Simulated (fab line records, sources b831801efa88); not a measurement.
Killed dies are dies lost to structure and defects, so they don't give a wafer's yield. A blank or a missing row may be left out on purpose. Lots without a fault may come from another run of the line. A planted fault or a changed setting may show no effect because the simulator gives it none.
fab line records | flow gf180mcu
record lots=24 wafers=72 last_day=34
route steps=602 shown POLY_GATE@158 HV_LDD@195 CONTACT@288 M2@362 V2@405 V3@434
lots that met no fault: from a run of the same line without faults
start_h: hours from the record's first day to the start of the lot's first wafer shown | wait_h: hours since the lot's step before | " the same as in the row above | L1.1+2: a row that stands for several wafers | - no value, or no start given | * or withheld: withheld | < > ~ a bound
route shown NAME@n: a module of which the file shows steps, and the number in the route of the first | usual: mean/standard deviation of fault-free wafers | same: alike in all rows | chamber/n: place in a boat | sites: the reading at each site | _std_site: their standard deviation | _edge_site: outer sites' mean less inner sites' | radius_mm: how far each site lies from the wafer's centre | mask NAME#n: copy n | behind: the tool/chamber that last shaped the wafer | hold: why the lot was held/for how many hours/how that ended | device: the transistor (n, p or np) that didn't switch | end of line: the same wafers' tests at the end of the route | a step without rows: its recipe alone | killed: dies lost to structure and defects at the first sort, not the wafer's yield | map: a wafer's dies, x killed, . not, _ none there
set.NAME: the setting as run; set.NAME@STEP: as run at that earlier step | model.NAME: the simulator's own value behind a step, which no gauge read
steps of the route over a sample of lots; a table a step, a row a wafer
services: from which hour (start_h, from the record's first day; less than 0 if before it) a tool's chamber was out of use, for how many hours, and why
## steps
# step GF_POLY_GATE_THK_MEAS_01
# recipe reads=poly-Si_of_POLY_GATE_CVD_00
# usual POLY_GATE_CVD_00_THK=199.5/1.8
# columns lot.wafer tool chamber start_h wait_h POLY_GATE_CVD_00_THK[nm]
L074.1 film_metro-01 - 179.84 0.0 199.4
L074.4 " - " " 200.6
L074.5 " - " " 199.1
L075.2 film_metro-02 - 184.96 0.0 197.0
L075.3 " - " " 199.8
L075.6 " - " " 198.2
L076.1 film_metro-02 - 191.07 0.0 198.0
L076.3 " - " " 197.7
L076.5 " - " " 197.8
L077.2 film_metro-04 - 200.69 0.0 201.3
L077.4 " - " " 199.1
L077.5 " - " " 198.2
L078.2 film_metro-02 - 206.45 0.0 199.6
L078.3 " - " " 202.3
L078.4 " - " " 199.3
L079.3 film_metro-04 - 213.49 0.0 201.1
L079.4 " - " " 199.4
L079.5 " - " " 198.2
L080.1 film_metro-02 - 222.39 0.0 199.9
L080.5 " - " " 199.2
L080.6 " - " " 199.3
L081.1 film_metro-02 - 225.67 0.0 197.2
L081.2 " - " " 197.2
L081.5 " - " " 197.3
L082.2 film_metro-04 - 234.39 0.0 200.5
L082.3 " - " " 202.3
L082.4 " - " " 199.2
L083.1 film_metro-04 - 243.56 0.0 204.4
L083.2 " - " " 203.9
L083.4 " - " " 205.2
L084.1 film_metro-01 - 250.19 0.0 196.4
L084.2 " - " " 196.0
L084.6 " - " " 196.8
L085.4 film_metro-04 - 250.22 0.0 199.1
L085.5 " - " " 199.5
L085.6 " - " " 199.4
L086.1 film_metro-04 - 260.87 0.0 198.2
L086.3 " - " " 199.1
L086.6 " - " " 198.2
L087.1 film_metro-01 - 266.36 0.0 197.9
L087.4 " - " " 196.7
L087.5 " - " " 197.5
L088.2 film_metro-02 - 280.70 0.0 199.9
L088.3 " - " " 199.1
L088.5 " - " " 200.0
L089.2 film_metro-02 - 283.44 0.0 199.3
L089.3 " - " " 199.0
L089.4 " - " " 199.8
L090.1 film_metro-04 - 285.98 0.0 201.4
L090.2 " - " " 200.4
L090.5 " - " " 201.7
L091.1 film_metro-02 - 304.87 0.0 200.7
L091.5 " - " " 198.3
L091.6 " - " " 198.7
L092.1 film_metro-04 - 314.21 0.0 199.0
L092.2 " - " " 198.3
L092.5 " - " " 199.7
L093.1 film_metro-02 - 325.63 0.0 200.2
L093.4 " - " " 200.3
L093.6 " - " " 198.8
L094.1 film_metro-04 - 326.97 0.0 200.5
L094.2 " - " " 199.1
L094.3 " - " " 200.1
L095.1 film_metro-02 - 332.13 0.0 200.0
L095.3 " - " " 202.7
L095.4 " - " " 199.8
L096.1 film_metro-01 - 342.40 0.0 200.0
L096.2 " - " " 199.6
L096.4 " - " " 201.3
L097.2 film_metro-01 - 345.36 0.0 198.7
L097.5 " - " " 198.4
L097.6 " - " " 198.2
# step GF_HV_LDD_CD_MEAS_19
# recipe target_cd_nm=400
# usual cd_nm=399.3/2
# columns lot.wafer tool chamber start_h wait_h cd_nm
L074.1 cd_sem-02 - 236.07 0.1 397.7
L074.4 " - " " 400.3
L074.5 " - " " 395.4
L075.2 cd_sem-02 - 240.13 0.1 398.6
L075.3 " - " " 400.8
L075.6 " - " " 403.2
L076.1 cd_sem-01 - 244.46 0.1 397.7
L076.3 " - " " 399.8
L076.5 " - " " 397.6
L077.2 cd_sem-02 - 255.39 0.1 399.6
L077.4 " - " " 399.5
L077.5 " - " " 399.7
L078.2 cd_sem-01 - 260.54 0.1 398.6
L078.3 " - " " 398.0
L078.4 " - " " 398.6
L079.3 cd_sem-01 - 269.16 0.1 399.4
L079.4 " - " " 397.0
L079.5 " - " " 398.9
L080.1 cd_sem-01 - 281.62 0.1 399.3
L080.5 " - " " 398.0
L080.6 " - " " 399.8
L081.1 cd_sem-02 - 285.47 0.1 401.2
L081.2 " - " " 399.4
L081.5 " - " " 401.1
L082.2 cd_sem-01 - 293.69 0.1 401.7
L082.3 " - " " 399.7
L082.4 " - " " 402.2
L083.1 cd_sem-02 - 303.72 0.1 400.8
L083.2 " - " " 401.8
L083.4 " - " " 399.0
L084.1 cd_sem-01 - 310.27 0.1 403.1
L084.2 " - " " 402.7
L084.6 " - " " 402.2
L085.4 cd_sem-01 - 310.73 0.1 399.4
L085.5 " - " " 401.3
L085.6 " - " " 400.1
L086.1 cd_sem-02 - 324.09 0.1 400.4
L086.3 " - " " 395.6
L086.6 " - " " 399.6
L087.1 cd_sem-01 - 330.22 0.1 400.2
L087.4 " - " " 397.6
L087.5 " - " " 397.4
L088.2 cd_sem-01 - 346.53 0.1 400.5
L088.3 " - " " 399.7
L088.5 " - " " 399.8
L089.2 cd_sem-01 - 350.54 0.1 398.2
L089.3 " - " " 395.8
L089.4 " - " " 398.1
L090.1 cd_sem-02 - 351.27 0.1 395.2
L090.2 " - " " 396.7
L090.5 " - " " 396.7
L091.1 cd_sem-01 - 372.27 0.1 399.0
L091.5 " - " " 399.6
L091.6 " - " " 401.1
L092.1 cd_sem-02 - 381.31 0.1 399.0
L092.2 " - " " 398.4
L092.5 " - " " 399.5
L093.1 cd_sem-01 - 394.52 0.1 399.1
L093.4 " - " " 400.6
L093.6 " - " " 400.0
L094.1 cd_sem-01 - 395.42 0.1 395.8
L094.2 " - " " 397.0
L094.3 " - " " 397.2
L095.1 cd_sem-02 - 400.42 0.1 399.2
L095.3 " - " " 403.8
L095.4 " - " " 400.6
L096.1 cd_sem-01 - 412.82 0.1 398.7
L096.2 " - " " 397.7
L096.4 " - " " 397.5
L097.2 cd_sem-01 - 416.64 0.1 401.8
L097.5 " - " " 403.0
L097.6 " - " " 402.4
# step GF_CONTACT_THK_MEAS_01
# recipe reads=SiO2_of_CONTACT_CVD_00
# usual CONTACT_CVD_00_THK=300/3.2
# columns lot.wafer tool chamber start_h wait_h CONTACT_CVD_00_THK[nm]
L074.1 film_metro-04 - 341.08 0.0 302
L074.4 " - " " 305
L074.5 " - " " 303
L075.2 film_metro-03 - 345.51 0.0 297
L075.3 " - " " 294
L075.6 " - " " 297
L076.1 film_metro-04 - 351.05 0.0 301
L076.3 " - " " 301
L076.5 " - " " 298
L077.2 film_metro-03 - 364.90 0.0 304
L077.4 " - " " 302
L077.5 " - " " 306
L078.2 film_metro-03 - 370.39 0.0 298
L078.3 " - " " 297
L078.4 " - " " 294
L079.3 film_metro-03 - 380.20 0.0 302
L079.4 " - " " 300
L079.5 " - " " 304
L080.1 film_metro-04 - 394.45 0.0 300
L080.5 " - " " 300
L080.6 " - " " 300
L081.1 film_metro-04 - 399.14 0.0 297
L081.2 " - " " 301
L081.5 " - " " 298
L082.2 film_metro-04 - 406.65 0.0 300
L082.3 " - " " 299
L082.4 " - " " 300
L083.1 film_metro-01 - 420.48 0.0 300
L083.2 " - " " 297
L083.4 " - " " 295
L084.1 film_metro-03 - 427.40 0.0 302
L084.2 " - " " 300
L084.6 " - " " 298
L085.4 film_metro-04 - 428.08 0.0 299
L085.5 " - " " 300
L085.6 " - " " 305
L086.1 film_metro-01 - 443.65 0.0 300
L086.3 " - " " 303
L086.6 " - " " 302
L087.1 film_metro-04 - 451.54 0.0 302
L087.4 " - " " 296
L087.5 " - " " 296
L088.2 film_metro-01 - 470.21 0.0 299
L088.3 " - " " 299
L088.5 " - " " 296
L089.2 film_metro-03 - 473.70 0.0 299
L089.3 " - " " 306
L089.4 " - " " 308
L090.1 film_metro-03 - 476.55 0.0 301
L090.2 " - " " 299
L090.5 " - " " 298
L091.1 film_metro-01 - 496.64 0.0 299
L091.5 " - " " 296
L091.6 " - " " 298
L092.1 film_metro-03 - 504.63 0.0 297
L092.2 " - " " 302
L092.5 " - " " 296
L093.1 film_metro-03 - 519.31 0.0 304
L093.4 " - " " 305
L093.6 " - " " 303
L094.1 film_metro-04 - 520.18 0.0 296
L094.2 " - " " 301
L094.3 " - " " 297
L095.1 film_metro-03 - 525.38 0.0 300
L095.3 " - " " 304
L095.4 " - " " 303
L096.1 film_metro-03 - 537.15 0.0 304
L096.2 " - " " 302
L096.4 " - " " 300
L097.2 film_metro-04 - 540.64 0.0 306
L097.5 " - " " 304
L097.6 " - " " 306
# step GF_M2_SPUTTER_00
# recipe material=Ti target_thk_nm=37.5 arriving_ion_energy_ev=80 substrate_temp_c=200 chamber_pressure_pa=2 power_w=4000 time_s=144.8
# usual throttle_valve_pct=30.1/1.2
# columns lot.wafer tool chamber start_h wait_h throttle_valve_pct
L074.1 pvd_sputter-03 - 412.89 0.2 27.8
L074.4 " - " " 27.7
L074.5 " - " " 31.9
L075.2 pvd_sputter-02 - 419.08 0.2 30.4
L075.3 " - " " 31.0
L075.6 " - " " 29.8
L076.1 pvd_sputter-02 - 425.18 0.1 29.9
L076.3 " - " " 30.7
L076.5 " - " " 30.9
L077.2 pvd_sputter-03 - 440.96 0.2 27.4
L077.4 " - " " 28.1
L077.5 " - " " 30.6
L078.2 pvd_sputter-04 - 444.78 0.1 29.9
L078.3 " - " " 30.4
L078.4 " - " " 30.6
L079.3 pvd_sputter-04 - 459.98 0.1 30.4
L079.4 " - " " 29.3
L079.5 " - " " 29.6
L080.1 pvd_sputter-02 - 471.67 0.1 30.9
L080.5 " - " " 30.0
L080.6 " - " " 30.7
L081.1 pvd_sputter-02 - 476.46 0.2 29.8
L081.2 " - " " 30.7
L081.5 " - " " 29.8
L082.2 pvd_sputter-04 - 486.58 0.1 29.4
L082.3 " - " " 29.6
L082.4 " - " " 30.1
L083.1 pvd_sputter-03 - 498.62 0.2 27.8
L083.2 " - " " 30.4
L083.4 " - " " 31.8
L084.1 pvd_sputter-02 - 504.27 0.2 30.8
L084.2 " - " " 30.3
L084.6 " - " " 31.0
L085.4 pvd_sputter-03 - 505.88 0.2 28.0
L085.5 " - " " 31.8
L085.6 " - " " 30.5
L086.1 pvd_sputter-03 - 520.73 0.1 28.0
L086.3 " - " " 27.6
L086.6 " - " " 31.6
L087.1 pvd_sputter-02 - 528.97 0.2 30.7
L087.4 " - " " 30.6
L087.5 " - " " 30.5
L088.2 pvd_sputter-02 - 546.13 0.1 30.9
L088.3 " - " " 29.8
L088.5 " - " " 31.0
L089.2 pvd_sputter-04 - 548.97 0.2 29.3
L089.3 " - " " 29.8
L089.4 " - " " 30.2
L090.1 pvd_sputter-03 - 549.92 0.1 27.8
L090.2 " - " " 30.4
L090.5 " - " " 28.2
L091.1 pvd_sputter-04 - 570.08 0.1 30.3
L091.5 " - " " 30.4
L091.6 " - " " 29.5
L092.1 pvd_sputter-03 - 577.22 0.2 30.4
L092.2 " - " " 27.4
L092.5 " - " " 31.6
L093.1 pvd_sputter-04 - 591.36 0.2 30.4
L093.4 " - " " 29.5
L093.6 " - " " 29.5
L094.1 pvd_sputter-03 - 592.08 0.1 30.6
L094.2 " - " " 27.9
L094.3 " - " " 27.7
L095.1 pvd_sputter-03 - 597.42 0.1 32.1
L095.3 " - " " 27.6
L095.4 " - " " 27.4
L096.1 pvd_sputter-02 - 607.94 0.2 30.7
L096.2 " - " " 30.7
L096.4 " - " " 29.7
L097.2 pvd_sputter-02 - 611.02 0.1 30.6
L097.5 " - " " 30.7
L097.6 " - " " 31.0
# step GF_V2_CVD_23
# recipe material=W target_thk_nm=350 time_s=104.94 temp_c=400 pressure_torr=40
# usual heater_power_outer_w=522/64 heater_power_w=893/86
# columns lot.wafer tool chamber start_h wait_h heater_power_outer_w heater_power_w
L074.1 cvd_w-02 1 462.99 0.0 483 852
L074.4 " 1 " " 495 851
L074.5 " 0 " " 462 846
L075.2 cvd_w-01 0 469.72 0.0 648 1028
L075.3 " 1 " " 542 849
L075.6 " 0 " " 661 1077
L076.1 cvd_w-01 1 476.68 0.0 532 879
L076.3 " 0 " " 631 1058
L076.5 " 1 " " 532 885
L077.2 cvd_w-02 0 492.52 0.0 483 828
L077.4 " 1 " " 488 859
L077.5 " 1 " " 489 849
L078.2 cvd_w-02 0 496.21 0.0 470 848
L078.3 " 1 " " 494 840
L078.4 " 0 " " 467 862
L079.3 cvd_w-01 1 510.47 0.1 533 878
L079.4 " 0 " " 646 1067
L079.5 " 0 " " 661 1044
L080.1 cvd_w-02 0 521.78 0.0 463 825
L080.5 " 0 " " 462 825
L080.6 " 1 " " 511 848
L081.1 cvd_w-02 0 525.83 0.0 468 817
L081.2 " 1 " " 497 859
L081.5 " 0 " " 463 822
L082.2 cvd_w-02 0 535.12 0.0 478 851
L082.3 " 1 " " 505 848
L082.4 " 0 " " 463 860
L083.1 cvd_w-02 0 546.93 0.0 474 816
L083.2 " 1 " " 495 861
L083.4 " 1 " " 514 863
L084.1 cvd_w-01 1 552.23 0.0 537 907
L084.2 " 0 " " 637 1086
L084.6 " 1 " " 523 879
L085.4 cvd_w-01 0 553.73 0.1 629 1089
L085.5 " 1 " " 529 877
L085.6 " 0 " " 663 1078
L086.1 cvd_w-01 0 568.36 0.0 644 1072
L086.3 " 0 " " 639 1075
L086.6 " 0 " " 645 1060
L087.1 cvd_w-01 0 576.12 0.0 650 1061
L087.4 " 0 " " 655 1092
L087.5 " 0 " " 649 1076
L088.2 cvd_w-02 1 592.69 0.0 490 830
L088.3 " 1 " " 492 843
L088.5 " 0 " " 470 841
L089.2 cvd_w-01 0 594.99 0.0 658 1037
L089.3 " 1 " " 529 901
L089.4 " 0 " " 660 1079
L090.1 cvd_w-02 1 596.53 0.0 488 852
L090.2 " 0 " " 463 850
L090.5 " 1 " " 493 831
L091.1 cvd_w-02 0 615.09 0.0 451 822
L091.5 " 1 " " 494 848
L091.6 " 0 " " 479 854
L092.1 cvd_w-02 1 621.96 0.0 491 868
L092.2 " 0 " " 471 850
L092.5 " 1 " " 499 865
L093.1 cvd_w-02 0 635.84 0.0 472 849
L093.4 " 1 " " 490 859
L093.6 " 0 " " 475 854
L094.1 cvd_w-02 1 636.63 0.0 501 854
L094.2 " 0 " " 468 841
L094.3 " 1 " " 475 842
L095.1 cvd_w-01 1 640.73 0.0 549 876
L095.3 " 1 " " 545 883
L095.4 " 0 " " 634 1086
L096.1 cvd_w-02 0 651.51 0.0 475 857
L096.2 " 1 " " 499 845
L096.4 " 0 " " 479 843
L097.2 cvd_w-02 0 653.11 0.0 468 833
L097.5 " 0 " " 458 825
L097.6 " 1 " " 507 856
# step GF_V3_BOW_MEAS_05
# recipe mode=bow
# usual V3_BOW=114/9.3
# columns lot.wafer tool chamber start_h wait_h V3_BOW[um]
L074.1 film_metro-03 - 489.13 0.1 106
L074.4 " - " " 113
L074.5 " - " " 113
L075.2 film_metro-04 - 496.06 0.3 116
L075.3 " - " " 114
L075.6 " - " " 126
L076.1 film_metro-04 - 502.94 0.2 116
L076.3 " - " " 107
L076.5 " - " " 103
L077.2 film_metro-04 - 518.16 0.3 103
L077.4 " - " " 112
L077.5 " - " " 115
L078.2 film_metro-02 - 521.89 0.3 108
L078.3 " - " " 120
L078.4 " - " " 115
L079.3 film_metro-04 - 535.62 0.3 119
L079.4 " - " " 104
L079.5 " - " " 110
L080.1 film_metro-02 - 546.75 0.1 123
L080.5 " - " " 117
L080.6 " - " " 110
L081.1 film_metro-03 - 550.58 0.3 100
L081.2 " - " " 107
L081.5 " - " " 104
L082.2 film_metro-03 - 559.56 0.3 110
L082.3 " - " " 110
L082.4 " - " " 107
L083.1 film_metro-04 - 571.24 0.2 113
L083.2 " - " " 119
L083.4 " - " " 118
L084.1 film_metro-04 - 576.37 0.1 116
L084.2 " - " " 119
L084.6 " - " " 118
L085.4 film_metro-04 - 578.14 0.2 111
L085.5 " - " " 120
L085.6 " - " " 119
L086.1 film_metro-04 - 592.58 0.2 117
L086.3 " - " " 118
L086.6 " - " " 119
L087.1 film_metro-03 - 599.79 0.1 130
L087.4 " - " " 131
L087.5 " - " " 113
L088.2 film_metro-04 - 616.25 0.3 128
L088.3 " - " " 116
L088.5 " - " " 115
L089.2 film_metro-03 - 617.74 0.3 107
L089.3 " - " " 110
L089.4 " - " " 121
L090.1 film_metro-03 - 618.69 0.2 139
L090.2 " - " " 127
L090.5 " - " " 126
L091.1 film_metro-02 - 638.08 0.1 100
L091.5 " - " " 103
L091.6 " - " " 94
L092.1 film_metro-02 - 644.67 0.1 130
L092.2 " - " " 108
L092.5 " - " " 129
L093.1 film_metro-02 - 656.95 0.1 104
L093.4 " - " " 114
L093.6 " - " " 103
L094.1 film_metro-04 - 657.92 0.2 126
L094.2 " - " " 134
L094.3 " - " " 143
L095.1 film_metro-02 - 662.54 0.1 104
L095.3 " - " " 107
L095.4 " - " " 119
L096.1 film_metro-04 - 672.63 0.1 112
L096.2 " - " " 116
L096.4 " - " " 109
L097.2 film_metro-04 - 674.65 0.3 99
L097.5 " - " " 100
L097.6 " - " " 117
## services
# columns tool chamber start_h hours kind
cvd_w-02 - 390.00 14.0 pm
cvd_w-02 0 390.00 14.0 vent_cycle
cvd_w-02 1 390.00 14.0 vent_cycle
cvd_w-02 0 404.00 - clean
cvd_w-02 1 404.00 - clean
cvd_w-01 - 409.34 2.8 pm
cvd_w-02 - 433.86 0.7 repair
pvd_sputter-03 - 443.32 2.5 repair
cvd_w-02 - 462.73 0.2 repair
pvd_sputter-03 1 480.60 - consumable_replace:kit
pvd_sputter-03 1 480.60 18.0 scheduled_down
pvd_sputter-03 1 480.60 18.0 vent_cycle
cvd_w-01 1 486.46 8.4 repair
cvd_w-01 - 488.94 0.6 repair
pvd_sputter-02 0 504.49 - consumable_replace:kit
pvd_sputter-02 0 504.49 18.0 scheduled_down
pvd_sputter-02 0 504.49 18.0 vent_cycle
pvd_sputter-03 - 523.74 8.0 repair
cvd_w-01 - 534.31 0.2 repair
cvd_w-01 - 588.90 6.0 pm
pvd_sputter-04 - 596.07 2.4 repair
pvd_sputter-02 3 611.25 - consumable_replace:kit
pvd_sputter-02 3 611.25 18.0 scheduled_down
pvd_sputter-03 - 633.66 1.8 repair
## key
fault none
